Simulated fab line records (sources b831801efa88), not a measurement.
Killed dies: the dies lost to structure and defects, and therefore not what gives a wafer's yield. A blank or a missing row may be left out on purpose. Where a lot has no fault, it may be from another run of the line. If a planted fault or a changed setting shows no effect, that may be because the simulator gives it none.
A struck lot beside a sound one | flow sky130 | 43 steps out of a route of 708
Sound: these wafers, L115.2, L115.4, L115.5. Struck: wafer L121.4. (L121.3, L121.5 of the same lot were not struck and are left out.) The cause comes at the end.
Order at every step that has rows: each side's tool, ch and its chambers, its first start. Under that, the readings that differ: sound wafers | struck wafers | difference of the means | sigmas: that difference in standard deviations of wafers without a fault.
alike: words and numbers the same on both sides, and readings whose means are apart by under 2 such deviations; not compared: readings that were withheld, readings missing a value for some wafer, numbers with overlapping values and no deviation given by the record, and bounds like >300 which may hide the same value.
A row with sigmas, a row that says differs or no value, or rows on one side alone: a step with any of these is where the two part. Numbers that have no deviation but don't overlap get no sigmas and don't part them. A reading that every wafer of one side lacks parts them only if that side has two wafers or more.

SKY_LDD_N_STRIP_16: strips in O2/N2.
  sound on plasmaAsher-04 ch 0,1, day 19 09:41; struck on plasmaAsher-04 ch 1, day 22 13:22
  alike: drypumpMotorCurrentA, oesProductAu, stripTimeToEndpointS
  not compared: rfHoursCounterH
SKY_LDD_N_TW_MEAS_17:
  sound on filmMetro-04 at day 19 09:48; struck on filmMetro-03 at day 22 13:27
  alike: LDD_N_TW
then, 7 steps without rows for these wafers: SKY_LDD_P_DEHYDRATE_00 (time 60 s); SKY_LDD_P_HMDS_01 (prime time 60 s); SKY_LDD_P_COAT_02 (resist thk 1140 nm); SKY_LDD_P_SOFTBAKE_03 (time 60 s); SKY_LDD_P_EXPOSE_04 (exposes mask PSDM, target cd 380 nm); SKY_LDD_P_PEB_05; SKY_LDD_P_DEVELOP_06 (develop time 60 s).
SKY_LDD_P_CD_MEAS_07: the cd target is 380 nm.
  sound on cdSem-02 at day 20 15:45; struck on cdSem-01 at day 23 19:43
  alike: cdNm
SKY_LDD_P_OVL_MEAS_08:
  sound on overlay-01 at day 20 15:52; struck on overlay-01 at day 23 19:49
  alike: LDD_P_OVL
following that, these wafers have no rows for 1 step: SKY_LDD_P_IMPLANT_09.
SKY_LDD_P_STRIP_10: strips in O2/N2.
  sound on plasmaAsher-03 ch 0,1, day 20 16:02; struck on plasmaAsher-02 ch 1, day 23 20:01
reading                  | sound             | struck | difference | sigmas
oesProductAu (a.u.)      | 0.723 0.716 0.716 | 0.707  | -0.011     | -2
stripTimeToEndpointS (s) | 14.17 14.20 14.20 | 14.28  | +0.09      | +2
  alike: drypumpMotorCurrentA
  not compared: rfHoursCounterH
SKY_LDD_P_TW_MEAS_11:
  sound on filmMetro-04 at day 20 16:09; struck on filmMetro-03 at day 23 20:15
  alike: LDD_P_TW
then, 7 steps without rows for these wafers: SKY_LDD_HVN_DEHYDRATE_00 (time 60 s); SKY_LDD_HVN_HMDS_01 (prime time 60 s); SKY_LDD_HVN_COAT_02 (resist thk 300 nm); SKY_LDD_HVN_SOFTBAKE_03 (time 60 s); SKY_LDD_HVN_EXPOSE_04 (exposes mask HVNTM, target cd 700 nm); SKY_LDD_HVN_PEB_05; SKY_LDD_HVN_DEVELOP_06 (develop time 60 s).
SKY_LDD_HVN_OVL_MEAS_07:
  sound on overlay-02 at day 21 22:20; struck on overlay-01 at day 25 01:45
  alike: LDD_HVN_OVL
following that, these wafers have no rows for 1 step: SKY_LDD_HVN_IMPLANT_08.
SKY_LDD_HVN_STRIP_09: strips in O2/N2.
  sound on plasmaAsher-01 ch 0, day 21 22:31; struck on plasmaAsher-03 ch 1, day 25 01:57
  alike: drypumpMotorCurrentA, oesProductAu, stripTimeToEndpointS
  not compared: rfHoursCounterH
SKY_LDD_HVN_TW_MEAS_10:
  sound on filmMetro-01 at day 21 22:38; struck on filmMetro-02 at day 25 02:02
  alike: LDD_HVN_TW
then, 7 steps without rows for these wafers: SKY_LDD_HVP_DEHYDRATE_00 (time 60 s); SKY_LDD_HVP_HMDS_01 (prime time 60 s); SKY_LDD_HVP_COAT_02 (resist thk 300 nm); SKY_LDD_HVP_SOFTBAKE_03 (time 60 s); SKY_LDD_HVP_EXPOSE_04 (exposes mask HVPTM, target cd 700 nm); SKY_LDD_HVP_PEB_05; SKY_LDD_HVP_DEVELOP_06 (develop time 60 s).
SKY_LDD_HVP_OVL_MEAS_07:
  sound on overlay-01 at day 23 04:59; struck on overlay-01 at day 26 06:22
reading          | sound          | struck | difference | sigmas
LDD_HVP_OVL (nm) | -1.4 -2.0 -2.8 | 1.2    | +3.3       | +2
following that, these wafers have no rows for 1 step: SKY_LDD_HVP_IMPLANT_08.
SKY_LDD_HVP_STRIP_09: strips in O2/N2.
  sound on plasmaAsher-02 ch 0,1, day 23 05:10; struck on plasmaAsher-02 ch 1, day 26 06:34
  alike: drypumpMotorCurrentA, oesProductAu, stripTimeToEndpointS
  not compared: rfHoursCounterH
SKY_LDD_HVP_TW_MEAS_10:
  sound on filmMetro-01 at day 23 05:16; struck on filmMetro-03 at day 26 06:39
reading    | sound       | struck | difference | sigmas
LDD_HVP_TW | 450 450 449 | 458    | +8         | +3
then, 6 steps without rows for these wafers: SKY_LDD_LDN_DEHYDRATE_00 (time 60 s); SKY_LDD_LDN_HMDS_01 (prime time 60 s); SKY_LDD_LDN_COAT_02 (resist thk 1140 nm); SKY_LDD_LDN_SOFTBAKE_03 (time 60 s); SKY_LDD_LDN_EXPOSE_04 (exposes mask LDNTM, target cd 700 nm); SKY_LDD_LDN_PEB_05.
-- here the record skips 23 days between the struck wafers' starts before and after, leaving off in module LDD_LDN and picking up in module PAD_OPEN (first step shown: number 708 of the route) --
SKY_PAD_OPEN_PROBE_99:
  sound on prober-02 at day 46 21:44; struck on prober-01 at day 48 19:37
reading          | sound    | struck | difference | sigmas
killedAtFrontEnd | 16 18 14 | 42     | +26        | +6
killedDies       | 72 79 87 | 117    | +38        | +4
killedOnRim      | 14 14 16 | 29     | +14        | +3
  alike: killed_at_M0_to_M3, killed_at_M4_up, killedAtContacts, killedAtOther, killedOpen, killedShort

== WHERE THEY PART ==
First at SKY_LDD_P_STRIP_10; last, within this record, at SKY_PAD_OPEN_PROBE_99.

WHY: what the simulator had put in
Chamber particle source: plasmaAsher-02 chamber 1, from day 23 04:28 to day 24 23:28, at SKY_LDD_P_STRIP_10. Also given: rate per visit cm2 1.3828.
